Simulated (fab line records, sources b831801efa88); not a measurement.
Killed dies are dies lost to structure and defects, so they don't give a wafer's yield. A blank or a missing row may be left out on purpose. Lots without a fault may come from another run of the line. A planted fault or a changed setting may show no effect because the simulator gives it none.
Chamber matching | flow gf180mcu | GF_CONTACT_CVD_02 on pecvd-03: 3 sister chambers
The step deposits SiO2 from TEOS, target thk 860 nm, time 95.992 s. 18 wafers are shown with their chamber, then 9 later ones without.

WAFERS WITH THEIR CHAMBER
wafer  | chamber | heater_power_w (W)
L074.1 | 0       | 802
L074.5 | 0       | 645
L074.6 | 1       | 744
L078.2 | 1       | 767
L078.5 | 1       | 637
L078.6 | 0       | 830
L082.1 | 1       | 771
L082.3 | 2       | 704
L082.4 | 2       | 705
L083.4 | 2       | 577
L083.5 | 0       | 844
L083.6 | 1       | 784
L086.4 | 0       | 804
L086.5 | 1       | 766
L086.6 | 2       | 711
L089.1 | 0       | 812
L089.3 | 2       | 675
L089.4 | 1       | 711

SIGNATURES (means of the wafers above)
reading        | chamber 0 | chamber 1 | chamber 2 | scatter within a chamber
heater_power_w | 789.50    | 740.00    | 674.40    | 60.4
Rule: a wafer's distance from a chamber is the root of the sum, over the readings, of the square of ((its reading less the chamber's mean) divided by the reading's scatter). The wafer belongs to the nearest chamber; if the next one is less than 2 further off, it can't be placed. The scatter: the root of (the sum of the squares of (reading less its chamber's mean) over the shown wafers, divided by (wafers less chambers)).

WAFERS WITHOUT THEIR CHAMBER
wafer  | heater_power_w (W)
L091.1 | 799
L091.3 | 624
L091.5 | 847
L093.1 | 568
L093.2 | 791
L093.6 | 696
L097.1 | 627
L097.2 | 715
L097.3 | 810

WHICH CHAMBER EACH WENT THROUGH
wafer  | from the rows above          | in truth
L091.1 | can't be placed: 0 or 1 or 2 | 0
L091.3 | can't be placed: 2 or 1 or 0 | 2
L091.5 | can't be placed: 0 or 1 or 2 | 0
L093.1 | can't be placed: 2 or 1 or 0 | 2
L093.2 | can't be placed: 0 or 1 or 2 | 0
L093.6 | can't be placed: 2 or 1 or 0 | 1
L097.1 | can't be placed: 2 or 1 or 0 | 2
L097.2 | can't be placed: 1 or 2 or 0 | 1
L097.3 | can't be placed: 0 or 1 or 2 | 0
Placed correctly: 0 of 9. Can't be placed from these rows: 9 (the true chamber is among the candidates in 9). Placed wrongly: 0.
